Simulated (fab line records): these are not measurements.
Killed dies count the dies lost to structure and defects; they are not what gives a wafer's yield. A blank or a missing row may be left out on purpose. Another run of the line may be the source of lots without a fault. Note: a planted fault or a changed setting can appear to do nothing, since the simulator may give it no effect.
Which tool was responsible? + flow gf180mcu + 7 lots with 21 wafers sampled at 3 steps, on a route of 602 steps

## WHAT THE GAUGES SHOWED, per wafer
GF_TOP_METAL_THK_MEAS_06: measures by xrf.
| lot  | measured     | on            | TOP_METAL_ALCU_THK (nm) |
|------|--------------|---------------|-------------------------|
| L425 | day 26 15:11 | film_metro-03 | 878 886 900             |
| L428 | day 27 17:53 | film_metro-03 | 878 886 878             |
| L432 | day 30 10:03 | film_metro-03 | 883 878 884             |
| L435 | day 30 14:17 | film_metro-03 | 897 903 902             |
| L437 | day 31 01:56 | film_metro-02 | 897 902 893             |
| L441 | day 32 10:16 | film_metro-01 | 894 894 894             |
| L447 | day 33 22:41 | film_metro-03 | 891 896 901             |

## WHICH TOOL RAN EACH LOT (tool, then ch and the chambers of the sampled wafers, then the start)
| lot  | GF_POLY_GATE_STRIP_14                | GF_TOP_METAL_SPUTTER_00      |
|------|--------------------------------------|------------------------------|
| L425 | plasma_asher-04 ch 0,1, day 8 17:11  | pvd_sputter-02, day 26 14:51 |
| L428 | plasma_asher-04 ch 0,1, day 9 16:20  | pvd_sputter-03, day 27 17:32 |
| L432 | plasma_asher-03 ch 0,1, day 12 09:39 | pvd_sputter-01, day 30 09:41 |
| L435 | plasma_asher-04 ch 0,1, day 12 12:38 | pvd_sputter-03, day 30 13:57 |
| L437 | plasma_asher-01 ch 0,1, day 12 22:22 | pvd_sputter-01, day 31 01:36 |
| L441 | plasma_asher-03 ch 0,1, day 14 14:21 | pvd_sputter-02, day 32 09:55 |
| L447 | plasma_asher-04 ch 0,1, day 16 11:26 | pvd_sputter-01, day 33 22:20 |
- GF_POLY_GATE_STRIP_14: strips in O2/N2.
- GF_TOP_METAL_SPUTTER_00: material Ti, target thk 37.5 nm, time 150 s.

## THE ANSWER, worked out from the rows above alone
Rule: usual is defined by the lots themselves. Put in order of their means at a reading, lots are off if they are a third of the lots or fewer, leave a main group of 4 or more, and stand apart from it by a gap of 3 or more times the standard deviation of the main group's means; of several such gaps the widest counts. The tables above print the reading to a certain number of digits; a main group whose means all agree to those digits is not used. A lot without any number at a reading at which 4 lots or more have one is off too. The other lots that the step has rows for count as sound.
No lot is off at any reading shown: from this, nothing can be told.

## WHAT THE SIMULATOR HAD INSERTED
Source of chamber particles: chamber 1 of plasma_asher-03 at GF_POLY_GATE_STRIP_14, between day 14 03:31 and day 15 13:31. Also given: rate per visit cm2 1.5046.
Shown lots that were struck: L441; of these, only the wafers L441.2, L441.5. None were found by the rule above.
